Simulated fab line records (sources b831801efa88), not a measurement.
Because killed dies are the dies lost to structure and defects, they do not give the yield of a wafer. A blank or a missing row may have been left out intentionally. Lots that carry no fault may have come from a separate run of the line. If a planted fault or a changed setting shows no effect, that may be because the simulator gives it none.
Chamber matching    flow sky130    SKY_CONTACT_CMP_27 on cmp-01: 4 sister chambers
The step polishes, stops on SiO2, t overpolish 15 s, target thk 0 nm. 18 wafers are shown with their chamber, then 9 later ones without.

WAFERS WITH THEIR CHAMBER
wafer   chamber  motor_current_A (A)  time_to_endpoint_s (s)  slurry_filter_dp_kPa (kPa)
L261.3  0        10.8                 86                      13.43
L261.4  1        10.8                 83                      13.51
L261.6  2        12.1                 81                      13.66
L264.4  1        11.8                 86                      13.63
L264.5  3        14.3                 85                      13.48
L264.6  2        12.0                 81                      13.60
L266.1  1        11.0                 81                      13.67
L266.2  2        11.6                 79                      13.39
L266.3  3        13.6                 83                      13.47
L267.1  1        11.6                 84                      13.52
L267.2  3        13.6                 90                      13.50
L267.4  0        11.1                 90                      13.54
L268.1  0        10.5                 82                      13.44
L268.2  3        14.1                 82                      13.35
L268.4  2        12.3                 81                      13.35
L269.1  1        11.2                 80                      13.37
L269.4  0        10.7                 86                      13.39
L269.6  3        13.3                 88                      13.20

SIGNATURES (means of the wafers above)
reading               chamber 0  chamber 1  chamber 2  chamber 3  scatter within a chamber
motor_current_A       10.775     11.280     12.000     13.780     0.359
time_to_endpoint_s    86.00      82.80      80.50      85.60      2.71
slurry_filter_dp_kPa  13.4500    13.5400    13.5000    13.4000    0.12
Rule: for a wafer and a chamber, the distance is found by dividing, reading by reading, the gap between the wafer's reading and the chamber's mean by the reading's scatter, squaring, summing and taking the root. The wafer belongs to the nearest chamber; if the next one is less than 2 further off, it can't be placed. The scatter is the square root of a quotient: the sum, over the shown wafers, of each reading's squared deviation from its chamber's mean, divided by wafers minus chambers.

WAFERS WITH NO CHAMBER GIVEN
wafer   motor_current_A (A)  time_to_endpoint_s (s)  slurry_filter_dp_kPa (kPa)
L272.1  11.5                 75                      13.51
L272.2  14.1                 79                      13.68
L272.3  11.3                 78                      13.70
L274.2  11.7                 84                      13.36
L274.4  10.6                 81                      13.67
L274.6  13.7                 82                      13.69
L284.2  12.1                 79                      13.53
L284.4  10.9                 86                      13.62
L284.6  10.2                 85                      13.55

WHICH CHAMBER EACH WENT THROUGH
wafer   from the rows above           in truth
L272.1  can't be placed: 2 or 1       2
L272.2  3                             3
L272.3  can't be placed: 1 or 2 or 0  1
L274.2  can't be placed: 2 or 1 or 0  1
L274.4  can't be placed: 1 or 0 or 2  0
L274.6  3                             3
L284.2  2                             2
L284.4  can't be placed: 0 or 1       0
L284.6  can't be placed: 0 or 1       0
3 of 9 placed correctly. Can't be placed from these rows: 6 (the true chamber is among the candidates in 6). Number placed wrongly: 0.
